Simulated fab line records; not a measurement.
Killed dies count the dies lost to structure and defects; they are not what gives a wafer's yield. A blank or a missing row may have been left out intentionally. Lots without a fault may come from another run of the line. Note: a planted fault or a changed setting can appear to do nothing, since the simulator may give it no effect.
Matching of chambers -- flow sky130 -- rie_diel-03 running SKY_POLY_GATE_ETCH_16: 4 sister chambers
The step etches Si3N4 in CH3F/O2, stops on poly-Si, time 147.5 s, target depth 75 nm. 8 wafers are shown with their chamber, then 7 later ones without.

== WAFERS WITH THEIR CHAMBER ==
wafer,chamber,drypump_motor_current_A (A),oes_product_au (a.u.)
L192.5,3,5.2,0.644
L200.3,1,5.4,0.652
L200.5,0,5.2,0.644
L201.2,2,5.1,0.642
L201.3,3,5.3,0.643
L201.6,1,5.3,0.644
L202.2,0,5.2,0.634
L202.3,2,5.2,0.638

== WAFERS MISSING THEIR CHAMBER ==
wafer,drypump_motor_current_A (A),oes_product_au (a.u.)
L202.5,5.3,0.635
L205.1,5.3,0.645
L205.2,5.2,0.637
L205.5,5.1,0.642
L204.2,5.3,0.645
L204.3,5.1,0.633
L204.4,5.3,0.639

== CHAMBER TAKEN BY EACH ==
wafer,from the rows above,in truth
L202.5,can't be placed: 0 or 3 or 2 or 1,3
L205.1,can't be placed: 3 or 1 or 0 or 2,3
L205.2,can't be placed: 0 or 2 or 3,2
L205.5,can't be placed: 2 or 0 or 3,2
L204.2,can't be placed: 3 or 1 or 0 or 2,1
L204.3,can't be placed: 2 or 0 or 3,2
L204.4,can't be placed: 3 or 0 or 1 or 2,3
Correctly placed: 0 of 7. Not placeable from these rows: 7 (in 7, the candidates include the true chamber). Wrongly placed: 0.
How it was worked out, from the rows above alone: a wafer's distance from a chamber is the root of the sum, over the readings, of the square of ((its reading less the chamber's mean) divided by the reading's scatter). If the next closest chamber is less than 2 further off than the closest, the wafer can't be placed; otherwise it belongs to the closest. Each chamber's mean is taken over the wafers shown for it. The scatter: take each reading less its chamber's mean, square it, sum over the shown wafers, divide by the number of wafers less the number of chambers, and take the root.
